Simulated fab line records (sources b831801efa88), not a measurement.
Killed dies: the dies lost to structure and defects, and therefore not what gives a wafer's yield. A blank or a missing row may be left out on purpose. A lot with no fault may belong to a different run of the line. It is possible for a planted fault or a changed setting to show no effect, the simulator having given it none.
A lot that was struck, set against a sound lot + flow sky130 + 43 out of 708 route steps
Sound: the wafers L614.1, L614.2, L614.6. Struck: wafer L621.3; the same lot's L621.1 was not struck, so it is left out; see the end for the cause.
Per side, at each step with rows, come the tool, then ch with its chambers, and then its first start. Under that, the readings that differ: sound wafers + struck wafers + difference of the means + sigmas: that difference in standard deviations of wafers without a fault.
alike: readings with means less than 2 such deviations apart, plus words and numbers identical on both sides. not compared: withheld readings, readings lacking a value on some wafer, bounds such as >300 that could conceal the same value, and numbers that have no deviation in the record and whose values overlap.
A row with sigmas, a row that says differs or no value, or rows on one side alone: a step with any of these is where the two part. Non-overlapping numbers with no deviation appear without sigmas and do not part them. A reading that every wafer of one side lacks parts them only if that side has two wafers or more.

SKY_VIA1_OVL_MEAS_13:
  struck on overlay-02, day 38 13:35; sound on overlay-02, day 35 23:02
  alike: VIA1_OVL
then, 7 steps without rows for these wafers: SKY_VIA1_ETCH_14 (etches BARC in N2/H2, stops on SiO2, time 45.9 s, target depth 60 nm); SKY_VIA1_ETCH_15 (etches SiO2 in C4F8/O2/Ar, stops on TiN, target depth 351 nm, time 54 s); SKY_VIA1_STRIP_16 (strips in O2/N2); SKY_VIA1_STRIP_17 (strips in post etch residue remover, time 1200 s); SKY_VIA1_CLEAN_18 (cleans in IPA, time 180 s); SKY_VIA1_CLEAN_19 (cleans in O3/DIW); SKY_VIA1_SPUTTER_20 (material TiN, target thk 20 nm, time 80 s).
SKY_VIA1_CVD_21: deposits W, target thk 270 nm, time 80.902 s.
  sound on cvdW-02 ch 0,1, day 35 23:49; struck on cvdW-01 ch 1, day 38 14:22
  alike: heaterPowerW, susceptorTempC
SKY_VIA1_RS_MEAS_22: measurement is done with a four-point probe.
  struck on filmMetro-03, day 38 14:28; sound on filmMetro-02, day 35 23:54
  alike: VIA1_W_RS
SKY_VIA1_THK_MEAS_23: measures by xrf.
  struck on filmMetro-03, day 38 14:35; sound on filmMetro-02, day 36 00:01
  alike: VIA1_W_THK
then, 1 step without rows for these wafers: SKY_VIA1_CMP_24 (polishes, stops on SiO2, t overpolish 15 s, target thk 0 nm).
SKY_METAL2_SPUTTER_00: material Ti, target thk 15 nm, time 10 s.
  struck on pvdSputter-03, day 38 14:56; sound on pvdSputter-03, day 36 00:23
| reading                                  | sound             | struck | difference | sigmas |
|------------------------------------------|-------------------|--------|------------|--------|
| model.Ti_of_METAL2_SPUTTER_00.thkNm (nm) | 14.99 14.84 14.81 | 18.2   | +3.3       |        |
  alike: throttleValvePct
then, 1 step without rows for these wafers: SKY_METAL2_SPUTTER_01 (material TiN, target thk 20 nm, time 16.7 s).
SKY_METAL2_SPUTTER_02: material AlCu, target thk 250 nm, time 13.3 s.
  struck on pvdSputter-03, day 38 14:59; sound on pvdSputter-03, day 36 00:26
  alike: throttleValvePct
SKY_METAL2_SPUTTER_03: material Ti, target thk 5 nm, time 3.3 s.
  struck on pvdSputter-03, day 38 15:01; sound on pvdSputter-03, day 36 00:27
  alike: throttleValvePct
then, 1 step without rows for these wafers: SKY_METAL2_SPUTTER_04 (material TiN, target thk 70 nm, time 58.3 s).
SKY_METAL2_RS_MEAS_05: measurement is done with a four-point probe.
  struck on filmMetro-04, day 38 15:05; sound on filmMetro-02, day 36 00:31
  alike: METAL2_ALCU_RS
SKY_METAL2_THK_MEAS_06: measures by xrf.
  struck on filmMetro-04, day 38 15:12; sound on filmMetro-02, day 36 00:38
  alike: METAL2_ALCU_THK
then, 8 steps without rows for these wafers: SKY_METAL2_DEHYDRATE_07 (time 60 s); SKY_METAL2_HMDS_08 (prime time 60 s); SKY_METAL2_COAT_09 (resist thk 60 nm); SKY_METAL2_COAT_10 (resist thk 450 nm); SKY_METAL2_SOFTBAKE_11 (time 90 s); SKY_METAL2_EXPOSE_12 (exposes mask MM2, target cd 140 nm); SKY_METAL2_PEB_13; SKY_METAL2_DEVELOP_14 (develop time 60 s).
SKY_METAL2_CD_MEAS_15 targets a cd of 140 nm.
  struck on cdSem-01, day 39 17:10; sound on cdSem-01, day 37 02:51
  alike: cdNm
SKY_METAL2_OVL_MEAS_16:
  struck on overlay-01, day 39 17:17; sound on overlay-01, day 37 02:58
  alike: METAL2_OVL
then, 2 steps without rows for these wafers: SKY_METAL2_DESCUM_17 (chemistry O2, time 8 s); SKY_METAL2_ETCH_18 (etches BARC in N2/H2, stops on SiO2, time 45.9 s, target depth 60 nm).
SKY_METAL2_METAL_ETCH_19: etches the open film in Cl2/BCl3, stops on SiO2, target depth 360 nm, time 78 s.
  sound on rieMetal-01 ch 1, day 37 03:11; struck on rieMetal-04 ch 0, day 39 17:25
  alike: drypumpMotorCurrentA, heBacksideLeakSccm, oesProductAu, throttleValvePct
  not compared: rfHoursCounterH
SKY_METAL2_STRIP_20: strips in O2/N2.
  sound on plasmaAsher-04 ch 0,1, day 37 03:22; struck on plasmaAsher-04 ch 0, day 39 17:30
  alike: drypumpMotorCurrentA, oesProductAu, stripTimeToEndpointS
  not compared: rfHoursCounterH
then, 4 steps without rows for these wafers: SKY_METAL2_STRIP_21 (strips in post etch residue remover, time 1200 s); SKY_METAL2_CLEAN_22 (cleans in IPA, time 180 s); SKY_METAL2_CLEAN_23 (cleans in O3/DIW); SKY_VIA2_HDPCVD_00 (deposits SiO2, target thk 1180 nm, time 196.7 s).
SKY_VIA2_THK_MEAS_01:
  struck on filmMetro-04, day 39 18:13; sound on filmMetro-02, day 37 04:06
  alike: VIA2_HDPCVD_THK
then, 1 step without rows for these wafers: SKY_VIA2_CMP_02 (polishes SiO2).
SKY_VIA2_BOW_MEAS_03:
  struck on filmMetro-04, day 39 18:35; sound on filmMetro-01, day 37 04:28
  alike: VIA2_BOW
then, 2 steps without rows for these wafers: SKY_VIA2_DEHYDRATE_04 (time 60 s); SKY_VIA2_HMDS_05 (prime time 60 s).
-- the record jumps here: 10 days lie between the struck wafers' starts before and after (it left off in module VIA2 and takes up again in module PAD_OPEN, whose first step shown is number 708 of the route) --
SKY_PAD_OPEN_PROBE_99:
  rows exist in the record for the struck wafers here (prober-01, day 49 15:04), but not for the sound ones

== WHERE THEY PART ==
At SKY_PAD_OPEN_PROBE_99 and nowhere else, as far as this record goes.

WHY: what the simulator had put in
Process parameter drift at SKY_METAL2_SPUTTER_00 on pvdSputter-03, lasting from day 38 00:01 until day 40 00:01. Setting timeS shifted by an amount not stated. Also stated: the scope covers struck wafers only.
